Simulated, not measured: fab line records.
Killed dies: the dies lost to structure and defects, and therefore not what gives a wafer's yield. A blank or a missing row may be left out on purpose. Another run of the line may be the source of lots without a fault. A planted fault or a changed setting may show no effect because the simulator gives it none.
8D (eight disciplines) problem report, filled in by code :: flow sky130 :: the parts of the form that need people (team, actions taken, sign-off) are left out

## 1. WHAT WENT WRONG
VIA1_HDPCVD_THK at SKY_VIA1_THK_MEAS_01 reads a mean of 819 nm on 3 wafers of 3 lots; wafers without a fault read 1027 nm with a standard deviation of 12. Measured from the usual mean, that is -17 standard deviations.
First observed at day 36 17:50: wafer L440.3, on film_metro-02. The record has a number at this step for 36 wafers belonging to 12 lots. Rule for "out", or "out of limits": more than 4 standard deviations from the usual mean. Any other wafer with a number is counted as sound.

## 2. WHAT IT IS; WHAT IT IS NOT
question: which readings at this step
is: VIA1_HDPCVD_THK
is not: -

question: which lots
is: L440, L441, L442
is not: L429, L431, L434, L435, L436, L437, L445, L451, L452

question: which wafers of those lots
is: L440.3, L441.2, L442.2
is not: L440.1, L440.6, L441.3, L441.6, L442.3, L442.4

question: read on which gauges
is: film_metro-02
is not: film_metro-01, film_metro-04

question: when
is: from day 36 17:50
is not: up to then (20 sound wafers); but 13 sound wafers of L441, L442, L445, L451, L452 came after

## 3. SUSPECTS, AND WHAT RULES EACH OUT
Counting: a tool at a process step up to the reading stays a suspect if it ran every lot that is out. Sound lots after the first of them don't rule it out here, since some wafers of a struck lot are sound.
- the gauge at SKY_VIA1_THK_MEAS_01 has been ruled out. All the wafers that are out were read on film_metro-02, but those of them that SKY_VIA1_HDPCVD_00 has rows for are out there too, on other tools.
- hdpcvd-01 at SKY_VIA1_HDPCVD_00 (deposits SiO2, target thk 1030 nm, time 171.7 s): kept. It ran every lot that is out, first L440 (day 36 17:43); its last sound lot up to then is L437 (day 35 19:33). Its own readings are out on those wafers: sih4_flow_sccm.
- hdpcvd-01, SKY_VIA1_HDPCVD_00: wafers that are out in chamber 0, sound lot-mates in chambers 1, 2.
The count leaves hdpcvd-01 at SKY_VIA1_HDPCVD_00.

## 4. THE CAUSE (what the simulator had put in)
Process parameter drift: hdpcvd-01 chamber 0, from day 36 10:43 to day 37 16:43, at SKY_VIA1_HDPCVD_00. Setting sih4_flow_sccm shifted by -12 from 60. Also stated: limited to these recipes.
This tool alone remained once counting was done.

## 5. SEQUENCE OF EFFECTS, ordered by route
Each row: a reading where the mean over the struck wafers with a number is more than 3 standard deviations away from the usual. Only readings for which the record gives a usual standard deviation are gone through. hours: the time from each lot's start at the first step in this table that gives one to its start at this step, as a median over the lots. sigmas: the change in usual standard deviations.
hours: 0
step: SKY_VIA1_HDPCVD_00
reading: sih4_flow_sccm
usual: 59.98 sccm
on struck wafers: 48.02
change: -11.96
sigmas: -66

hours: 0
step: SKY_VIA1_THK_MEAS_01
reading: VIA1_HDPCVD_THK
usual: 1027 nm
on struck wafers: 819
change: -208
sigmas: -17
The process steps in it:
- SKY_VIA1_HDPCVD_00: deposits SiO2, target thk 1030 nm, time 171.7 s.
At these later measuring or inspecting steps, every struck wafer for which the step has a row has a number for every such reading, and none has moved that far: SKY_VIA1_CD_MEAS_12.

## 6. WHAT WOULD HAVE CAUGHT IT SOONER
Counted from the fault's start at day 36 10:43, it took 7 hours until the first out-of-limits reading at a measuring or inspecting step in this record, taken at day 36 17:50.
At SKY_VIA1_HDPCVD_00, the tool's own readings (sih4_flow_sccm) were out on each struck wafer the step has a row for, so an alarm limit on them would have fired on the first such wafer.
L441, L442, from the lots that are out (3), started SKY_VIA1_HDPCVD_00 on hdpcvd-01 later than day 36 17:50. A hold on the tool at that time would have spared those 2.
